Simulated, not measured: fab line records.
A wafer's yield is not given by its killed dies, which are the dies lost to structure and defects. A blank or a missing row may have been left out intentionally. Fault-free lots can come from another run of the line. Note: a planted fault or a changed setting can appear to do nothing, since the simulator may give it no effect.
A lot that was struck, set against a sound lot    flow sky130    16 out of 708 route steps
Sound: these wafers, L247.2, L247.5, L247.6. Wafers struck: L244.4, L244.5, L244.6. Last of all comes the cause.
For every step that has rows: the tool of each side, followed by ch and its chambers, followed by its first start. Under that, the readings that differ: sound wafers    struck wafers    difference of the means    sigmas: that difference in standard deviations of wafers without a fault.
alike: same words and numbers on both sides, and readings whose means sit less than 2 such deviations apart. not compared: any withheld reading, any reading some wafer has no value for, any bound like >300 that may hide the same value, and any number with overlapping values for which the record gives no deviation.
Wherever a step has rows on one side only, a row that says differs or no value, or a row with sigmas, the two part there. Numbers that don't overlap but have no deviation are shown without sigmas and don't part them. Lack of a reading on every wafer of one side parts them only where that side has two or more wafers.

first, 1 step without rows for these wafers: SKY_VIA4_HDPCVD_00 (deposits SiO2, target thk 1750 nm, time 291.7 s).
SKY_VIA4_THK_MEAS_01:
  sound on film_metro-03, day 44 22:20; struck on film_metro-02, day 44 02:37
  alike: VIA4_HDPCVD_THK
SKY_VIA4_CMP_02: polishes SiO2.
  sound on cmp-01 ch 0,1,2, day 44 22:32; struck on cmp-02 ch 1,2, day 44 02:38
  alike: motor_current_A
SKY_VIA4_BOW_MEAS_03:
  sound on film_metro-02, day 44 22:43; struck on film_metro-02, day 44 03:00
  alike: VIA4_BOW
then, 7 steps without rows for these wafers: SKY_VIA4_DEHYDRATE_04 (time 60 s); SKY_VIA4_HMDS_05 (prime time 60 s); SKY_VIA4_COAT_06 (resist thk 1140 nm); SKY_VIA4_SOFTBAKE_07 (time 60 s); SKY_VIA4_EXPOSE_08 (exposes mask VIM4, target cd 800 nm); SKY_VIA4_PEB_09; SKY_VIA4_DEVELOP_10 (develop time 60 s).
SKY_VIA4_OVL_MEAS_11:
  sound on overlay-01, day 45 19:02; struck on overlay-01, day 45 00:41
  alike: VIA4_OVL
SKY_VIA4_ETCH_12: etches SiO2 in C4F8/O2/Ar, stops on TiN, target depth 580 nm.
  sound on rie_diel-04 ch 0,1,2, day 45 19:04; struck on rie_diel-04 ch 0,3, day 45 00:43
  no value came back on the struck wafers for bias_w (W), chamber_pressure_mTorr (mTorr), oes_product_au (a.u.); on the sound wafers bias_w (W) reads 1196 1203 1197
reading                                    sound           struck          difference  sigmas
model.NOVOLAK_of_VIA4_COAT_06.thk_nm (nm)  1007 1006 1015  1139 1141 1137  +130        
SKY_VIA4_STRIP_13: strips in O2/N2.
  sound on plasma_asher-02 ch 0,1, day 45 19:08; struck on plasma_asher-03 ch 0,1, day 45 00:49
reading                       sound                 struck                difference  sigmas
drypump_motor_current_A (A)   5.1 5.0 4.8           6.7 6.5 6.7           +1.7        +2
strip_time_to_endpoint_s (s)  12.824 12.797 12.849  14.185 14.198 14.134  +1.349      +52
  alike: oes_product_au
  not compared: rf_hours_counter_h
then, 1 step without rows for these wafers: SKY_VIA4_STRIP_14 (strips in post etch residue remover, time 1200 s).
-- the record jumps here: 3 days lie between the struck wafers' starts before and after (it left off in module VIA4 and takes up again in module PAD_OPEN, whose first step shown is number 708 of the route) --
SKY_PAD_OPEN_PROBE_99:
  sound on prober-01, day 48 12:04; struck on prober-02, day 47 19:03
reading                   sound           struck                                                                difference                    sigmas
hold                      - - -           await_dispo/3.2h/scrap await_dispo/3.2h/scrap await_dispo/3.2h/scrap  no value on the sound wafers  
defect_limited_yield (%)  80.7 83.7 84.6  0 0 0                                                                 -83                           -38
killed_at_M4_up           4 1 1           411 416 407                                                           +409                          +99 or more
killed_dies               95 80 76        492 492 492                                                           +408                          +37
killed_on_rim             20 12 12        96 96 96                                                              +81                           +19
sort_bin_5_function (%)   11.0 9.8 8.5    92.1 92.1 92.7                                                        +82.5                         +52
sort_n_pass               397 412 416     0 0 0                                                                 -408                          -37
sort_yield_pct (%)        80.7 83.7 84.6  0 0 0                                                                 -83                           -38
  alike: killed_at_M0_to_M3, killed_at_contacts, killed_at_front_end, killed_at_other, killed_open, killed_short, sort_bin_3_pad_short, sort_bin_6_memory

## WHERE THEY PART
At SKY_VIA4_ETCH_12 first; at SKY_PAD_OPEN_PROBE_99 last (within this record only).

WHY: the cause the simulator had injected
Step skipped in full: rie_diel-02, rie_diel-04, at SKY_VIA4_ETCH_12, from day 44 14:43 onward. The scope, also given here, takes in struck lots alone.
